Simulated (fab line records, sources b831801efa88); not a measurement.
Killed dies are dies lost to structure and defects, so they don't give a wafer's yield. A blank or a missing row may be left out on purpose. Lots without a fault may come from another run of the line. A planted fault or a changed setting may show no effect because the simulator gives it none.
A struck lot beside a sound one | flow sky130 | 15 steps out of a route of 708
Sound: wafers L682.3, L682.4, L682.6. Struck: wafers L690.3, L690.4, L690.5. The cause comes at the end.
At each step with rows: each side's tool, then ch and its chambers, then its first start. Under that, the readings that differ: sound wafers | struck wafers | difference of the means | sigmas: that difference in standard deviations of wafers without a fault.
alike: readings whose means differ by less than 2 such deviations, and words and numbers that are the same on both sides. not compared: withheld readings, readings that some wafer has no value for, bounds like >300 that may hide the same value, and numbers for which the record gives no deviation and whose values overlap.
The two part at a step that has a row with sigmas, a row that says differs or no value, or rows on one side only. Numbers that don't overlap but have no deviation are shown without sigmas and don't part them. A reading that every wafer of one side lacks parts them only if that side has two wafers or more.

SKY_FIELD_ISO_THK_MEAS_02:
  sound on film_metro-02, day 3 09:58; struck on film_metro-03, day 5 00:55
  alike: FIELD_ISO_OXIDATION_00_THK
then, 1 step without rows for these wafers: SKY_FIELD_ISO_CVD_03 (deposits Si3N4 from DCS/NH3, target thk 165 nm, time 2747 s).
SKY_FIELD_ISO_THK_MEAS_04:
  sound on film_metro-03, day 3 11:49; struck on film_metro-04, day 5 03:20
  alike: FIELD_ISO_CVD_03_THK
then, 8 steps without rows for these wafers: SKY_FIELD_ISO_DEHYDRATE_05 (time 60 s); SKY_FIELD_ISO_HMDS_06 (prime time 60 s); SKY_FIELD_ISO_COAT_07 (resist thk 60 nm); SKY_FIELD_ISO_COAT_08 (resist thk 450 nm); SKY_FIELD_ISO_SOFTBAKE_09 (time 90 s); SKY_FIELD_ISO_EXPOSE_10 (exposes mask FOM, target cd 150 nm); SKY_FIELD_ISO_PEB_11; SKY_FIELD_ISO_DEVELOP_12 (develop time 60 s).
SKY_FIELD_ISO_CD_MEAS_13: target cd 150 nm.
  sound on cd_sem-02, day 4 04:25; struck on cd_sem-02, day 5 21:35
  alike: cd_nm
SKY_FIELD_ISO_ETCH_14: etches BARC in N2/H2, stops on SiO2, time 45.9 s, target depth 60 nm.
  sound on rie_diel-04 ch 0,2, day 4 04:29; struck on rie_diel-04 ch 1,3, day 5 21:40
  reading                                          | sound             | struck          | difference | sigmas
  model.KrF-thick_of_FIELD_ISO_COAT_08.thk_nm (nm) | 391.9 392.9 391.5 | 387.8 386.4 388 | -4.7       |
  alike: drypump_motor_current_A, h2_flow_sccm, oes_product_au, throttle_valve_pct
  not compared: rf_hours_counter_h
SKY_FIELD_ISO_ETCH_15: etches the open film in CHF3/O2, stops on Si, target depth 180 nm, time 72 s.
  sound on rie_diel-04 ch 0,2, day 4 04:32; struck on rie_diel-04 ch 1,3, day 5 21:43
  reading                                          | sound             | struck            | difference | sigmas
  model.KrF-thick_of_FIELD_ISO_COAT_08.thk_nm (nm) | 237.4 239.3 239.3 | 232.4 228.5 232.6 | -7.5       |
  alike: drypump_motor_current_A, oes_product_au, throttle_valve_pct
  not compared: rf_hours_counter_h
SKY_FIELD_ISO_STRIP_16: strips in O2/N2.
  sound on plasma_asher-02 ch 0,1, day 4 04:37; struck on plasma_asher-04 ch 0,1, day 5 21:48
  reading                      | sound             | struck            | difference | sigmas
  oes_product_au (a.u.)        | 0.385 0.384 0.384 | 0.379 0.369 0.369 | -0.012     | -3
  strip_time_to_endpoint_s (s) | 3.56 3.58 3.58    | 3.50 3.46 3.49    | -0.09      | -3
  alike: drypump_motor_current_A, o2_flow_sccm
  not compared: rf_hours_counter_h

WHERE THEY PART
Only at SKY_FIELD_ISO_STRIP_16, within this record.

WHY: what the simulator had put in
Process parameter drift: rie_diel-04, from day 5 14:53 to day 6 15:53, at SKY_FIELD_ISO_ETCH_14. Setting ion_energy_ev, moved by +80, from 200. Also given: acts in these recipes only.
